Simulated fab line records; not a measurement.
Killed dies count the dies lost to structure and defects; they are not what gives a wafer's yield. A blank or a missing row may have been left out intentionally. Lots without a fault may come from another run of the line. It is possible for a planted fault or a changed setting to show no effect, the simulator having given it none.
Chamber matching :: flow gf180mcu :: GF_V5_CVD_02 on pecvd-02: 3 sister chambers
The step deposits SiO2 from TEOS, target thk 1450 nm, time 163.28 s. 3 wafers are shown with their chamber, then 7 later ones without.

## WAFERS PAIRED WITH THEIR CHAMBERS
wafer: L801.6
chamber: 0
heaterPowerW (W): 621

wafer: L802.1
chamber: 2
heaterPowerW (W): 598

wafer: L802.2
chamber: 1
heaterPowerW (W): 661

## WAFERS WITHOUT THEIR CHAMBER
wafer: L802.3
heaterPowerW (W): 544

wafer: L809.1
heaterPowerW (W): 650

wafer: L809.2
heaterPowerW (W): 663

wafer: L809.4
heaterPowerW (W): 739

wafer: L814.1
heaterPowerW (W): 708

wafer: L814.3
heaterPowerW (W): 595

wafer: L814.6
heaterPowerW (W): 610

## WHICH CHAMBER EACH WENT THROUGH
wafer: L802.3
from the rows above: can't be placed: 2 or 0 or 1
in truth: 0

wafer: L809.1
from the rows above: can't be placed: 1 or 0 or 2
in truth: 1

wafer: L809.2
from the rows above: can't be placed: 1 or 0 or 2
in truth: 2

wafer: L809.4
from the rows above: can't be placed: 1 or 0 or 2
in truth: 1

wafer: L814.1
from the rows above: can't be placed: 1 or 0 or 2
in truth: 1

wafer: L814.3
from the rows above: can't be placed: 2 or 0 or 1
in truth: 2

wafer: L814.6
from the rows above: can't be placed: 0 or 2 or 1
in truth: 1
Placed correctly: 0 of 7. From these rows, 7 cannot be placed; in 7 the true chamber is one of the candidates. Number placed wrongly: 0.
How it was worked out, from the rows above alone: a wafer's distance from a chamber is the root of the sum, over the readings, of the square of ((its reading less the chamber's mean) divided by the reading's scatter). The wafer belongs to the nearest chamber; if the next one is less than 2 further off, it can't be placed. A chamber's mean is the mean of its shown wafers. The scatter (one wafer shown for each chamber): square how far every hidden wafer sits from the nearest shown wafer, average those squares and take the square root.
